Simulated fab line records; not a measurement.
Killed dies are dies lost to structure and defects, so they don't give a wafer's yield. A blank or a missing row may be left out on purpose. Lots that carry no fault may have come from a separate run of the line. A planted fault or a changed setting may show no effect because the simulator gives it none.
A struck lot beside a sound one -- flow sky130 -- 32 steps out of a route of 708
Sound: the wafers L258.1, L258.4, L258.5. Struck: wafers L267.4, L267.5, L267.6. Last of all comes the cause.
At each step with rows: each side's tool, then ch and its chambers, then its first start. Under that, the readings that differ: sound wafers -- struck wafers -- difference of the means -- sigmas: that difference in standard deviations of wafers without a fault.
alike: same words and numbers on both sides, and readings whose means sit less than 2 such deviations apart. not compared: any withheld reading, any reading some wafer has no value for, any bound like >300 that may hide the same value, and any number with overlapping values for which the record gives no deviation.
Wherever a step has rows on one side only, a row that says differs or no value, or a row with sigmas, the two part there. Numbers that have no deviation but don't overlap get no sigmas and don't part them. A reading missing from all wafers of one side parts the sides only when that side holds two or more wafers.

SKY_PWDE_OVL_MEAS_07:
  sound: overlay-02 at day 5 16:23; struck: overlay-02 at day 7 16:04
  alike: PWDE_OVL
next, for these wafers, 1 step has no rows: SKY_PWDE_IMPLANT_08.
SKY_PWDE_STRIP_09: strips in O2/N2.
  sound on plasma asher-04 ch 0,1, day 5 16:34; struck on plasma asher-04 ch 0,1, day 7 16:17
  alike: drypump motor current A, oes product au, strip time to endpoint s
  not compared: rf hours counter h
SKY_PWDE_TW_MEAS_10:
  sound: film metro-01 at day 5 16:40; struck: film metro-01 at day 7 16:22
  alike: PWDE_TW
then, 7 steps without rows for these wafers: SKY_NWELL_DEHYDRATE_03 (time 60 s); SKY_NWELL_HMDS_04 (prime time 60 s); SKY_NWELL_COAT_05 (resist thk 3000 nm); SKY_NWELL_SOFTBAKE_06; SKY_NWELL_EXPOSE_07 (exposes mask NWM, target cd 840 nm); SKY_NWELL_PEB_08; SKY_NWELL_DEVELOP_09 (develop time 60 s).
SKY_NWELL_OVL_MEAS_10:
  sound: overlay-02 at day 6 10:08; struck: overlay-02 at day 8 12:17
  alike: NWELL_00_OVL
SKY_NWELL_IMPLANT_11:
  sound on implanter-02 ch 0, day 6 10:10; struck on implanter-01 ch 0, day 8 12:23
reading,sound,struck,difference,sigmas
beam energy keV,400.09 400.01 399.99,386.22 386.41 386.25,-13.74,-99 or more
model.implant.rp nm (nm),505 505 505,477.9 477.9 477.9,-27.1,
model.implant.drp nm (nm),116.9 116.9 116.9,114.8 114.8 114.8,-2.1,
then, 2 steps without rows for these wafers: SKY_NWELL_IMPLANT_12; SKY_NWELL_IMPLANT_13.
SKY_NWELL_STRIP_14: strips in O2/N2.
  sound on plasma asher-04 ch 0,1, day 6 10:37; struck on plasma asher-04 ch 0,1, day 8 12:47
  alike: drypump motor current A, oes product au, strip time to endpoint s
  not compared: rf hours counter h
SKY_NWELL_TW_MEAS_15:
  sound: film metro-03 at day 6 10:43; struck: film metro-03 at day 8 12:53
  alike: NWELL_TW
then, 7 steps without rows for these wafers: SKY_NWELL_DEHYDRATE_16 (time 60 s); SKY_NWELL_HMDS_17 (prime time 60 s); SKY_NWELL_COAT_18 (resist thk 3000 nm); SKY_NWELL_SOFTBAKE_19; SKY_NWELL_EXPOSE_20 (exposes mask NWM COMPLEMENT, target cd 840 nm); SKY_NWELL_PEB_21; SKY_NWELL_DEVELOP_22 (develop time 60 s).
SKY_NWELL_OVL_MEAS_23:
  sound: overlay-01 at day 7 06:31; struck: overlay-02 at day 9 08:23
  alike: NWELL_01_OVL
next, for these wafers, 1 step has no rows: SKY_NWELL_IMPLANT_24.
SKY_NWELL_STRIP_25: strips in O2/N2.
  sound on plasma asher-01 ch 1, day 7 06:41; struck on plasma asher-03 ch 0,1, day 9 08:35
  alike: drypump motor current A, oes product au, strip time to endpoint s
  not compared: rf hours counter h
SKY_NWELL_TW_MEAS_26:
  sound: film metro-01 at day 7 06:47; struck: film metro-03 at day 9 08:41
  alike: NWELL_2_TW
then, 1 step without rows for these wafers: SKY_NWELL_CLEAN_27 (cleans in SC1/SC2, time 150 s).
SKY_NWELL_RTA_28: time 30 s.
  sound on rtp anneal-02 ch 0, day 7 06:54; struck on rtp anneal-02 ch 0, day 9 08:52
  alike: lamp power pct, wafer_temp_C_max
SKY_NWELL_RS_MEAS_29: measurement is done with a four-point probe.
  sound: film metro-03 at day 7 07:00; struck: film metro-02 at day 9 08:59
reading,sound,struck,difference,sigmas
NWELL_RS (ohm/sq),624.0 624.5 623.7,629.5 627.1 631.0,+5.1,+3
-- the record jumps here: 40 days lie between the struck wafers' starts before and after (it left off in module NWELL and takes up again in module PAD_OPEN, whose first step shown is number 708 of the route) --
SKY_PAD_OPEN_PROBE_99:
  sound: prober-02 at day 47 22:58; struck: prober-01 at day 49 16:28
reading,sound,struck,difference,sigmas
killed at other,0 0 0,2 0 2,+1,+3
model.etest.res nwell.line ohm um,1097 1077 1089,1202 1216 1173,+109,
model.etest.res nwell.rs ohm sq,896 897.8 904.2,1011 1042 1007,+121,
  alike: killed_at_M0_to_M3, killed_at_M4_up, killed at contacts, killed at front end, killed dies, killed open, killed short

WHERE THEY PART
Earliest at SKY_NWELL_IMPLANT_11; latest, in this record, at SKY_PAD_OPEN_PROBE_99.

WHY: what the simulator had put in
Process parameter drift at SKY_NWELL_IMPLANT_11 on implanter-01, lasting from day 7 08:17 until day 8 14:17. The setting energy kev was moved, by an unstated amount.
